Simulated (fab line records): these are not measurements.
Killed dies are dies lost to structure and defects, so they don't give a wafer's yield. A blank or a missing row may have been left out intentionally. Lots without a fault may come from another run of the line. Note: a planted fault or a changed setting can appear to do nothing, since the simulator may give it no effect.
What tool caused it?    flow sky130    11 lots with 33 wafers sampled at 3 steps, on a route of 708 steps

## WHAT THE GAUGES READ, wafer by wafer
SKY_SD_N_RS_MEAS_16: a four-point-probe measurement.
lot   measured      on             SD_N_RS (ohm/sq)
L115  day 28 09:53  film-metro-01  68.87 68.80 68.76
L118  day 29 15:13  film-metro-02  68.77 68.93 69.02
L119  day 29 19:53  film-metro-02  69.02 68.86 69.00
L122  day 30 19:50  film-metro-04  69.04 68.86 69.06
L128  day 32 13:53  film-metro-04  70.78 70.69 70.79
L129  day 32 23:37  film-metro-04  70.95 70.91 70.87
L130  day 33 15:18  film-metro-04  68.87 69.25 68.95
L131  day 33 19:52  film-metro-02  68.85 68.77 68.87
L132  day 33 22:28  film-metro-04  68.98 68.83 68.95
L136  day 35 02:53  film-metro-01  68.52 68.76 68.58
L137  day 36 02:38  film-metro-01  68.66 68.39 68.60

## EACH LOT AND THE TOOL THAT RAN IT (in order: tool; ch and the chambers of the sampled wafers; start)
lot   SKY_LDD_HVP_STRIP_09                  SKY_SD_N_IMPLANT_10
L115  plasma-asher-02 ch 0,1, day 22 02:38  implanter-03 ch 0, day 28 09:22
L118  plasma-asher-03 ch 0,1, day 23 09:58  implanter-03 ch 0, day 29 14:41
L119  plasma-asher-02 ch 0,1, day 23 15:59  implanter-04 ch 0, day 29 19:22
L122  plasma-asher-03 ch 0,1, day 24 17:03  implanter-03 ch 0, day 30 19:19
L128  plasma-asher-02 ch 0,1, day 26 13:16  implanter-03 ch 0, day 32 13:21
L129  plasma-asher-02 ch 0,1, day 27 01:18  implanter-03 ch 0, day 32 23:05
L130  plasma-asher-03 ch 0,1, day 27 18:48  implanter-04 ch 0, day 33 14:46
L131  plasma-asher-02 ch 0,1, day 27 20:47  implanter-01 ch 0, day 33 19:20
L132  plasma-asher-02 ch 0, day 28 02:08    implanter-04 ch 0, day 33 21:56
L136  plasma-asher-02 ch 0,1, day 29 09:26  implanter-04 ch 0, day 35 02:21
L137  plasma-asher-03 ch 0,1, day 30 07:25  implanter-04 ch 0, day 36 02:05
- SKY_LDD_HVP_STRIP_09: strips in O2/N2.
- SKY_SD_N_IMPLANT_10

## WHAT THE TOOLS THEMSELVES READ (means of the sampled wafers that have a number; where no wafer has one, the mark that the record gives instead)
SKY_LDD_HVP_STRIP_09.
lot   tool             drypump-motor-current-A (A)  oes-product-au (a.u.)  strip-time-to-endpoint-s (s)
L115  plasma-asher-02  5.8                          0.412                  4.137
L118  plasma-asher-03  6.4                          0.406                  4.136
L119  plasma-asher-02  5.7                          0.412                  4.133
L122  plasma-asher-03  6.4                          0.402                  4.139
L128  plasma-asher-02  5.8                          0.415                  4.130
L129  plasma-asher-02  5.6                          0.403                  4.120
L130  plasma-asher-03  6.4                          0.410                  4.140
L131  plasma-asher-02  5.8                          0.412                  4.128
L132  plasma-asher-02  5.5                          0.406                  4.134
L136  plasma-asher-02  5.8                          0.414                  4.144
L137  plasma-asher-03  6.4                          0.408                  4.114

SKY_SD_N_IMPLANT_10.
lot   tool          dose-ions-cm2  end-station-pressure-torr (Torr)  faraday-current-uA
L115  implanter-03  9.999e+13      5.13e-06                          433
L118  implanter-03  9.990e+13      5.33e-06                          447
L119  implanter-04  9.995e+13      5.25e-06                          535
L122  implanter-03  1.000e+14      5.44e-06                          440
L128  implanter-03  1.585e+13      5.00e-06                          88
L129  implanter-03  1.580e+13      4.95e-06                          90
L130  implanter-04  1.001e+14      5.34e-06                          521
L131  implanter-01  9.994e+13      5.16e-06                          541
L132  implanter-04  1.001e+14      5.43e-06                          520
L136  implanter-04  9.993e+13      5.63e-06                          529
L137  implanter-04  1.001e+14      5.03e-06                          520

## THE ANSWER, worked out from the rows above alone
Rule: the lots themselves supply what counts as usual. The widest of any qualifying gaps counts: lots, ordered by their means at a reading, are off when they make up no more than a third of the lots, leave a main group of 4 or more, and stand apart from it by 3 or more times the standard deviation of that group's means. If all means in a main group match to the digits the tables above print for the reading, that group is not used. A lot without any number at a reading at which 4 lots or more have one is off too. The other lots that the step has rows for count as sound. Order of review: gauges by route order, followed by the tools' own readings, for which a lot's mean as printed above is used. At the first step where some lot is off, the reading lying furthest off is the one used; lots without a number count as furthest.
Off: L128, L129, at SKY_SD_N_RS_MEAS_16 (SD_N_RS). The main group has a mean of 68.85 ohm/sq with a standard deviation of 0.15.
A tool fits if, at a process step before that reading, it ran every lot that is off, and no sound lot after the first of them. Not tried: the gauges at SKY_SD_N_RS_MEAS_16; whatever is off there is also off at SKY_SD_N_IMPLANT_10, on other tools, and gauge error can't account for it. One fits: implanter-03 at SKY_SD_N_IMPLANT_10. A fault onset in the window from L122 (day 30 19:19, its last sound lot) to L128 (day 32 13:21, its first lot off) fits.
The tool's own readings at SKY_SD_N_IMPLANT_10 bear it out: on the lots that are off they differ by more than 5 times the standard deviation of the sound lots' means. dose-ions-cm2 reads 1.582e+13 there against 1.000e+14 on the sound lots; faraday-current-uA reads 89 there against 498 on the sound lots.

## WHAT THE SIMULATOR PUT IN
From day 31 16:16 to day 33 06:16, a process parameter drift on implanter-03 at SKY_SD_N_IMPLANT_10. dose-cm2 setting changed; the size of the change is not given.
Shown lots that were struck: L128, L129. Same finding as the rule above.
